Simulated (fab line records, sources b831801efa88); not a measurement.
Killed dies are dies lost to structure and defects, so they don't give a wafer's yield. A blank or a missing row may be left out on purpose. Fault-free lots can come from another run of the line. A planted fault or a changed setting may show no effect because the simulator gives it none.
Chamber matching ; flow sky130 ; 3 sister chambers for SKY_CAPM_CVD_00 on pecvd-04
The step deposits SiO2, target thk 15.5 nm. 6 wafers are shown with their chamber, then 10 later ones without.

## EACH WAFER AND ITS CHAMBER
wafer;chamber;heaterPowerW (W)
L082.3;2;669
L082.4;0;612
L083.2;0;528
L083.6;1;588
L088.1;2;591
L088.3;1;577

## WAFERS WITHOUT THEIR CHAMBER
wafer;heaterPowerW (W)
L088.4;548
L089.1;664
L089.4;653
L089.5;679
L094.3;573
L094.5;513
L094.6;635
L096.3;500
L096.4;661
L096.5;527

## CHAMBER TAKEN BY EACH
wafer;from the rows above;in truth
L088.4;can't be placed: 0 or 1 or 2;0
L089.1;can't be placed: 2 or 1 or 0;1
L089.4;can't be placed: 2 or 1 or 0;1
L089.5;can't be placed: 2 or 1 or 0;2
L094.3;can't be placed: 0 or 1 or 2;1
L094.5;can't be placed: 0 or 1 or 2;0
L094.6;can't be placed: 2 or 1 or 0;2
L096.3;can't be placed: 0 or 1 or 2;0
L096.4;can't be placed: 2 or 1 or 0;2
L096.5;can't be placed: 0 or 1 or 2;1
Placed correctly: 0 of 10. Cannot be placed on the basis of these rows: 10; the candidates contain the true chamber in 10. Number placed wrongly: 0.
How it was worked out, from the rows above alone: a wafer's distance from a chamber is the root of the sum, over the readings, of the square of ((its reading less the chamber's mean) divided by the reading's scatter). If the next closest chamber is less than 2 further off than the closest, the wafer can't be placed; otherwise it belongs to the closest. Each chamber's mean is taken over the wafers shown for it. How the scatter is found: for the shown wafers, subtract from each reading the mean of its chamber, square and add these, divide the total by (wafers less chambers), then take the root.
